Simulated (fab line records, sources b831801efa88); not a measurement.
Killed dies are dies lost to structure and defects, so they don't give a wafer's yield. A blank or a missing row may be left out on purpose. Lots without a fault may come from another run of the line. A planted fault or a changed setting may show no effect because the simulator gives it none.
Which tool did it? | flow gf180mcu | 6 lots, 18 wafers sampled, at 2 steps of a route of 602

WHAT THE GAUGES READ, wafer by wafer
GF_NSD_CD_MEAS_07: target cd 400 nm.
lot  | measured     | on        | cd_nm (nm)
L510 | day 13 14:32 | cd_sem-01 | 398.1 397.2 398.3
L514 | day 15 00:32 | cd_sem-01 | 397.0 399.5 398.3
L523 | day 18 04:38 | cd_sem-02 | 401.7 402.1 400.7
L526 | day 19 08:31 | cd_sem-02 | 402.8 400.0 403.0
L530 | day 20 14:58 | cd_sem-02 | 398.0 397.7 393.8
L532 | day 21 07:25 | cd_sem-02 | 399.7 398.2 400.0

WHICH TOOL RAN EACH LOT (tool, then ch and the chambers of the sampled wafers, then the start)
lot  | GF_HV_LDD_STRIP_22
L510 | plasma_asher-04 ch 0,1, day 11 00:02
L514 | plasma_asher-02 ch 0,1, day 12 07:48
L523 | plasma_asher-02 ch 1, day 15 03:59
L526 | plasma_asher-04 ch 0,1, day 16 06:11
L530 | plasma_asher-02 ch 0,1, day 17 12:59
L532 | plasma_asher-03 ch 0,1, day 17 23:44
- GF_HV_LDD_STRIP_22: strips in O2/N2.

THE ANSWER, worked out from the rows above alone
Rule: what is usual is taken from the lots themselves. Put in order of their means at a reading, lots are off if they are a third of the lots or fewer, leave a main group of 4 or more, and stand apart from it by a gap of 3 or more times the standard deviation of the main group's means; of several such gaps the widest counts. A main group whose means are all the same, to the digits that the tables above print for the reading, isn't used. A lot without any number at a reading at which 4 lots or more have one is off too. The other lots that the step has rows for count as sound.
No lot is off at any reading shown: from this, nothing can be told.

WHAT THE SIMULATOR HAD PUT IN
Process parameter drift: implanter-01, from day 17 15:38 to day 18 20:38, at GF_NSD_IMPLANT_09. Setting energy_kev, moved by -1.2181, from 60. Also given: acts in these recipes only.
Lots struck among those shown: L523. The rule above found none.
